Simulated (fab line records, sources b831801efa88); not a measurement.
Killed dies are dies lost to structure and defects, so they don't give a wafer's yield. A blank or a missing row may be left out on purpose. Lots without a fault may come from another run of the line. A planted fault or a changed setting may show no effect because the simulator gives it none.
Problem report in the 8D (eight disciplines) form, filled by code | flow sky130 | the parts of the form that need people (team, actions taken, sign-off) are left out

1. THE PROBLEM
beam_energy_keV at SKY_PWDE_IMPLANT_08 reads a mean of 143.55 on 6 wafers of 2 lots; wafers without a fault read 150.00 with a standard deviation of 0.05. That is -99 or more standard deviations from the usual mean.
First seen on wafer L190.2, day 6 00:13, on implanter-04. The record holds 42 wafers of 14 lots with a number at this step. Rule for "out", or "out of limits": more than 4 standard deviations from the usual mean. The other wafers with a number count as sound.

2. WHAT IT IS AND WHAT IT IS NOT
question                    | is                     | is not
which readings at this step | beam_energy_keV        | -
which lots                  | L190, L193             | L181, L182, L183, L184, L185, L186, L187, L191, L198, L199, L200, L204
which wafers of those lots  | all that have a number | -
read on which tools         | implanter-04           | implanter-01, implanter-02
when                        | from day 6 00:13       | up to then (21 sound wafers); but 15 sound wafers of L191, L198, L199, L200, L204 came after

3. SUSPECTS, AND WHAT RULES EACH OUT
Counting: a tool at a process step up to the reading stays a suspect if it ran every lot that is out and no sound lot after the first of them.
- implanter-04 at SKY_PWDE_IMPLANT_08: kept. It ran every lot that is out, first L190 (day 6 00:13), and no sound lot after that; its last sound lot up to then is L187 (day 5 11:16). Its own readings are out on those wafers: beam_energy_keV.
Left after counting: implanter-04 at SKY_PWDE_IMPLANT_08.

4. THE CAUSE (what the simulator had put in)
Process parameter drift: implanter-04, from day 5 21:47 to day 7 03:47, at SKY_PWDE_IMPLANT_08. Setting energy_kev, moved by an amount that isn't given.
Counting left only this tool.

5. THE CHAIN OF EFFECTS, in route order
Each row: a reading whose mean over the struck wafers that have a number lies more than 3 standard deviations from the usual. Only readings for which the record gives a usual standard deviation are gone through. hours: the time from each lot's start at the first step in this table that gives one to its start at this step, as a median over the lots. sigmas: the change in usual standard deviations.
hours | step                | reading         | usual  | on struck wafers | change | sigmas
0     | SKY_PWDE_IMPLANT_08 | beam_energy_keV | 150.00 | 143.55           | -6.45  | -99 or more
The process steps in it:
- SKY_PWDE_IMPLANT_08

6. WHAT WOULD HAVE CAUGHT IT SOONER
In this record the first reading out of limits was taken at day 6 00:13, 2 hours after the fault began at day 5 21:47.
